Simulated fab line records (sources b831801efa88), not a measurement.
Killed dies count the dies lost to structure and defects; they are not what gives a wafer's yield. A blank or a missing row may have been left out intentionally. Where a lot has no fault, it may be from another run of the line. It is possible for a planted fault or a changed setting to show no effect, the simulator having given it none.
Matching of chambers	flow gf180mcu	4 sister chambers for GF_V4_CMP_26 on cmp-01
The step polishes, stops on SiO2, t overpolish 15 s, target thk 0 nm. 24 wafers are shown with their chamber, then 12 later ones without.

## WAFERS WITH THEIR CHAMBER
wafer	chamber	motor current A (A)	time to endpoint s (s)	overpolish run s (s)
L074.1	2	11.3	83.9	14.991
L074.2	0	10.8	82.8	15.007
L074.3	1	11.1	85.8	15.013
L076.1	2	10.6	86.7	14.998
L076.2	1	10.7	84.5	14.988
L076.4	0	11.4	88.1	14.995
L078.1	3	9.9	87.5	15.001
L078.3	2	10.6	84.0	14.993
L078.6	0	10.9	87.7	15.002
L080.4	3	9.9	86.0	14.992
L080.5	3	9.6	88.5	14.996
L080.6	2	10.4	89.2	15.015
L081.2	3	9.3	87.8	15.017
L081.3	1	11.2	89.7	15.001
L081.4	0	11.1	91.3	14.999
L083.1	0	11.3	86.2	15.000
L083.3	1	10.8	83.6	14.999
L083.6	3	9.3	84.2	15.001
L085.1	2	10.6	85.6	14.996
L085.4	1	11.1	87.6	15.004
L085.5	2	10.9	86.7	14.997
L085.2	3	9.5	89.7	15.003
L085.3	0	10.5	87.1	15.009
L085.6	3	9.3	86.5	14.994

SIGNATURES, as means of the wafers listed above
reading	chamber 0	chamber 1	chamber 2	chamber 3	scatter within a chamber
motor current A	11.000	10.980	10.733	9.543	0.291
time to endpoint s	87.200	86.240	86.017	87.171	2.25
overpolish run s	15.00200	15.00100	14.99833	15.00057	0.00788
Rule: for a wafer and a chamber, the distance is found by dividing, reading by reading, the gap between the wafer's reading and the chamber's mean by the reading's scatter, squaring, summing and taking the root. The wafer belongs to the nearest chamber; if the next one is less than 2 further off, it can't be placed. The scatter: the root of (the sum of the squares of (reading less its chamber's mean) over the shown wafers, divided by (wafers less chambers)).

## WAFERS WHOSE CHAMBER IS MISSING
wafer	motor current A (A)	time to endpoint s (s)	overpolish run s (s)
L095.1	10.8	83.7	14.998
L095.3	10.5	83.6	15.012
L095.6	10.8	86.6	14.991
L096.2	10.8	85.1	14.998
L096.3	9.5	90.3	14.981
L096.5	9.7	87.3	14.996
L096.1	11.8	84.3	14.996
L096.4	11.1	84.9	15.000
L096.6	11.4	85.6	14.998
L097.4	10.2	89.4	15.011
L097.5	11.4	87.1	15.008
L097.6	10.3	88.3	14.990

## EACH ONE'S CHAMBER
wafer	from the rows above	in truth
L095.1	can't be placed: 2 or 1 or 0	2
L095.3	can't be placed: 2 or 1 or 0 or 3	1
L095.6	can't be placed: 2 or 1 or 0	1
L096.2	can't be placed: 2 or 1 or 0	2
L096.3	3	3
L096.5	3	3
L096.1	can't be placed: 1 or 0 or 2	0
L096.4	can't be placed: 1 or 0 or 2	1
L096.6	can't be placed: 1 or 0 or 2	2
L097.4	can't be placed: 3 or 2 or 0 or 1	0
L097.5	can't be placed: 0 or 1 or 2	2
L097.6	can't be placed: 2 or 1 or 0 or 3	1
Correct placement for 2 of the 12. Unplaceable from these rows: 10, with the true chamber sitting among the candidates in 10. Placed wrongly: 0.
